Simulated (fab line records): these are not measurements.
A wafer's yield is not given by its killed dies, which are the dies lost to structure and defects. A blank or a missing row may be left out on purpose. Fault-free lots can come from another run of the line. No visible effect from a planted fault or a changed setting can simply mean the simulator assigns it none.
A lot that was struck, set against a sound lot :: flow sky130 :: 17 steps out of a route of 708
Sound: these wafers, L797.1, L797.2, L797.3. Struck: wafer L789.4 (L789.1, L789.3, from the same lot, were not struck and are left out); the cause is given at the end.
For every step that has rows: the tool of each side, followed by ch and its chambers, followed by its first start. Under that, the readings that differ: sound wafers :: struck wafers :: difference of the means :: sigmas: that difference in standard deviations of wafers without a fault.
alike: same words and numbers on both sides, and readings whose means sit less than 2 such deviations apart. not compared: any withheld reading, any reading some wafer has no value for, any bound like >300 that may hide the same value, and any number with overlapping values for which the record gives no deviation.
The two part at a step that has a row with sigmas, a row that says differs or no value, or rows on one side only. Numbers that have no deviation but don't overlap get no sigmas and don't part them. Lack of a reading on every wafer of one side parts them only where that side has two or more wafers.

first, 2 steps without rows for these wafers: SKY_CONTACT_PEB_12; SKY_CONTACT_DEVELOP_13 (develop time 60 s).
SKY_CONTACT_CD_MEAS_14: the cd target is 170 nm.
  sound on cd_sem-01 at day 37 00:23; struck on cd_sem-01 at day 34 08:15
  alike: cd_nm
SKY_CONTACT_OVL_MEAS_15:
  sound on overlay-02 at day 37 00:31; struck on overlay-02 at day 34 08:22
  alike: CONTACT_OVL
SKY_CONTACT_ETCH_16: etches BARC in N2/H2, stops on SiO2, time 45.9 s, target depth 60 nm.
  sound on rie_diel-02 ch 0,2,3, day 37 00:33; struck on rie_diel-04 ch 1, day 34 08:24
  alike: drypump_motor_current_A, oes_product_au, throttle_valve_pct
  not compared: rf_hours_counter_h
SKY_CONTACT_ETCH_17: etches SiO2 in C4F8/O2/Ar, stops on Si3N4, target depth 340 nm.
  sound on rie_diel-02 ch 0,2,3, day 37 00:35; struck on rie_diel-04 ch 1, day 34 08:27
  alike: oes_product_au
SKY_CONTACT_ETCH_18: etches Si3N4 in CHF3/O2, stops on TiN, time 39 s, target depth 75 nm.
  sound on rie_diel-02 ch 0,2,3; struck on rie_diel-04 ch 1
  alike: drypump_motor_current_A, oes_product_au, throttle_valve_pct
  not compared: rf_hours_counter_h
SKY_CONTACT_STRIP_19: strips in O2/N2.
  sound on plasma_asher-01 ch 0,1, day 37 00:41; struck on plasma_asher-02 ch 0, day 34 08:32
reading: strip_time_to_endpoint_s (s)
sound: 3.550 3.558 3.593
struck: 3.634
difference: +0.067
sigmas: +2
  alike: drypump_motor_current_A, oes_product_au
  not compared: rf_hours_counter_h
then, 4 steps without rows for these wafers: SKY_CONTACT_STRIP_20 (strips in post etch residue remover, time 1200 s); SKY_CONTACT_CLEAN_21 (cleans in IPA, time 180 s); SKY_CONTACT_CLEAN_22 (cleans in O3/DIW); SKY_CONTACT_SPUTTER_23 (material TiN, target thk 20 nm, time 80 s).
SKY_CONTACT_CVD_24: deposits W, target thk 340 nm, time 102.12 s.
  sound on cvd_w-01 ch 0,1, day 37 01:22; struck on cvd_w-01 ch 1, day 34 09:11
reading: model.W_of_CONTACT_CVD_24.thk_nm (nm)
sound: 339.2 347.5 337.3
struck: 233.4
difference: -107.9
sigmas: 
  alike: heater_power_w
SKY_CONTACT_RS_MEAS_25: measurement is done with a four-point probe.
  sound on film_metro-02 at day 37 01:29; struck on film_metro-01 at day 34 09:35
reading: CONTACT_W_RS (ohm/sq)
sound: 0.339 0.330 0.340
struck: 0.494
difference: +0.158
sigmas: +32
  not compared: hold
SKY_CONTACT_THK_MEAS_26: measures by xrf.
  sound on film_metro-02 at day 37 01:36; struck on film_metro-01 at day 34 11:23
reading: CONTACT_W_THK (nm)
sound: 334 341 330
struck: 232
difference: -103
sigmas: -17
  not compared: hold
SKY_CONTACT_CMP_27: polishes, stops on SiO2, t overpolish 15 s, target thk 0 nm.
  sound on cmp-01 ch 0,1,3, day 37 01:40; struck on cmp-02 ch 3, day 34 12:53
reading: hold
sound: - - -
struck: await_dispo/1.4h/release
difference: no value on the sound wafers
sigmas: 

reading: time_to_endpoint_s (s)
sound: 85.6 84.3 82.0
struck: 57.2
difference: -26.8
sigmas: -11
  alike: motor_current_A
SKY_METAL1_SPUTTER_00: material Ti, target thk 15 nm, time 10 s.
  sound on pvd_sputter-01 at day 37 01:58; struck on pvd_sputter-03 at day 34 13:11
  alike: throttle_valve_pct

WHERE THEY PART
First at SKY_CONTACT_STRIP_19; last, within this record, at SKY_CONTACT_CMP_27. Later steps at which nothing parts them and some readings are alike: SKY_METAL1_SPUTTER_00.

WHY: what the simulator had put in
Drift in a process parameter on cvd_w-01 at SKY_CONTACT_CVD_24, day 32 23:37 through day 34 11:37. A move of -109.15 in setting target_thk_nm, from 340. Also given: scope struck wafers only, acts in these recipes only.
